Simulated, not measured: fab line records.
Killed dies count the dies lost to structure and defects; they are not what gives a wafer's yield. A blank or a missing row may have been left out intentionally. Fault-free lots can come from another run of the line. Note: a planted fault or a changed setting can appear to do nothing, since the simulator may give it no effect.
A struck lot beside a sound one :: flow sky130 :: 15 out of 708 route steps
Sound: these wafers, L539.1, L539.5, L539.6. Struck: wafer L535.3 (left out: L535.6, a lot-mate that was not struck); the cause follows at the end.
Per side, at each step with rows, come the tool, then ch with its chambers, and then its first start. Under that, the readings that differ: sound wafers :: struck wafers :: difference of the means :: sigmas: that difference in standard deviations of wafers without a fault.
alike: readings with means less than 2 such deviations apart, plus words and numbers identical on both sides. not compared: withheld readings, readings lacking a value on some wafer, bounds such as >300 that could conceal the same value, and numbers that have no deviation in the record and whose values overlap.
The two part at a step that has a row with sigmas, a row that says differs or no value, or rows on one side only. Numbers that have no deviation but don't overlap get no sigmas and don't part them. Lack of a reading on every wafer of one side parts them only where that side has two or more wafers.

SKY_VIA3_CMP_02: polishes SiO2.
  sound on cmp-02 ch 0,1,3, day 43 05:31; struck on cmp-02 ch 2, day 42 01:05
reading: motor-current-A (A)
sound: 11.4 13.4 11.3
struck: 8.4
difference: -3.6
sigmas: -3
  alike: platen-rpm, slurry-flow-ml-min
SKY_VIA3_BOW_MEAS_03:
  sound on film-metro-04 at day 43 05:43; struck on film-metro-02 at day 42 01:19
  alike: VIA3_BOW
then, 8 steps without rows for these wafers: SKY_VIA3_DEHYDRATE_04 (time 60 s); SKY_VIA3_HMDS_05 (prime time 60 s); SKY_VIA3_COAT_06 (resist thk 60 nm); SKY_VIA3_COAT_07 (resist thk 450 nm); SKY_VIA3_SOFTBAKE_08 (time 90 s); SKY_VIA3_EXPOSE_09 (exposes mask VIM3, target cd 200 nm); SKY_VIA3_PEB_10; SKY_VIA3_DEVELOP_11 (develop time 60 s).
SKY_VIA3_CD_MEAS_12 targets a cd of 200 nm.
  sound on cd-sem-01 at day 44 04:13; struck on cd-sem-02 at day 43 01:01
  alike: cd-nm
SKY_VIA3_OVL_MEAS_13:
  sound on overlay-02 at day 44 04:20; struck on overlay-02 at day 43 01:06
  alike: VIA3_OVL
SKY_VIA3_ETCH_14: etches BARC in N2/H2, stops on SiO2, time 45.9 s, target depth 60 nm.
  sound on rie-diel-03 ch 0,1, day 44 04:22; struck on rie-diel-02 ch 0, day 43 01:08
reading: oes-product-au (a.u.)
sound: 0.854 0.852 0.851
struck: 0.926
difference: +0.074
sigmas: +15

reading: run-length-s (s)
sound: 73.6 74.0 73.7
struck: 70.7
difference: -3.1
sigmas: -7

reading: model.KrF-thick_of_VIA3_COAT_07.thk-nm (nm)
sound: 391.5 392.3 392.2
struck: 396.1
difference: +4.1
sigmas: 
  alike: drypump-motor-current-A, throttle-valve-pct
  not compared: rf-hours-counter-h
SKY_VIA3_ETCH_15: etches SiO2 in C4F8/O2/Ar, stops on TiN, target depth 507 nm, time 78 s.
  sound on rie-diel-03 ch 0,1, day 44 04:25; struck on rie-diel-02 ch 0, day 43 01:10
reading: model.KrF-thick_of_VIA3_COAT_07.thk-nm (nm)
sound: 290.3 290.4 291.9
struck: 294.6
difference: +3.7
sigmas: 
  alike: oes-product-au, run-length-s
SKY_VIA3_STRIP_16: strips in O2/N2.
  sound on plasma-asher-03 ch 0,1, day 44 04:28; struck on plasma-asher-03 ch 1, day 43 01:16
  alike: drypump-motor-current-A, oes-product-au, strip-time-to-endpoint-s
  not compared: rf-hours-counter-h

## WHERE THEY PART
Last at SKY_VIA3_ETCH_14 as far as this record goes, first at SKY_VIA3_CMP_02. Later steps at which nothing parts them and some readings are alike: SKY_VIA3_ETCH_15, SKY_VIA3_STRIP_16.

WHY: whatever the simulator had introduced
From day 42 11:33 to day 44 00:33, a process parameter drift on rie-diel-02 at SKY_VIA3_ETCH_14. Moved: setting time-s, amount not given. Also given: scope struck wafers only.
